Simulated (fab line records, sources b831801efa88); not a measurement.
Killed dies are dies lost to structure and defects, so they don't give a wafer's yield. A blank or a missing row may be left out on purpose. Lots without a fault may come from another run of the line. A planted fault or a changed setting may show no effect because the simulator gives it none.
Chamber matching | flow sky130 | SKY_VIA3_ETCH_14 on rie_diel-02: 4 sister chambers
The step etches BARC in N2/H2, stops on SiO2, time 45.9 s, target depth 60 nm. 4 wafers are shown with their chamber, then 11 later ones without.

WAFERS WITH THEIR CHAMBER
wafer  | chamber | drypump_motor_current_A (A)
L087.1 | 1       | 5.2
L087.3 | 3       | 6.7
L088.4 | 2       | 6.5
L091.1 | 0       | 6.6

WAFERS WITHOUT THEIR CHAMBER
wafer  | drypump_motor_current_A (A)
L091.3 | 6.7
L091.6 | 6.8
L094.2 | 6.5
L094.3 | 6.8
L094.4 | 6.7
L092.2 | 6.5
L092.4 | 6.7
L092.6 | 6.7
L097.2 | 5.2
L097.3 | 6.7
L097.5 | 6.7

WHICH CHAMBER EACH WENT THROUGH
wafer  | from the rows above | in truth
L091.3 | 3                   | 3
L091.6 | 3                   | 3
L094.2 | 2                   | 2
L094.3 | 3                   | 3
L094.4 | 3                   | 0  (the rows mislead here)
L092.2 | 2                   | 2
L092.4 | 3                   | 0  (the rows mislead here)
L092.6 | 3                   | 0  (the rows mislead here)
L097.2 | 1                   | 1
L097.3 | 3                   | 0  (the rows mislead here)
L097.5 | 3                   | 3
Placed correctly: 7 of 11. Can't be placed from these rows: 0. Placed wrongly: 4.
How it was worked out, from the rows above alone: a wafer's distance from a chamber is the root of the sum, over the readings, of the square of ((its reading less the chamber's mean) divided by the reading's scatter). The wafer belongs to the nearest chamber; if the next one is less than 2 further off, it can't be placed. A chamber's mean is the mean of its shown wafers. The scatter: with one shown wafer a chamber, the root of the mean of the squares of how far each hidden wafer lies from its nearest shown one.
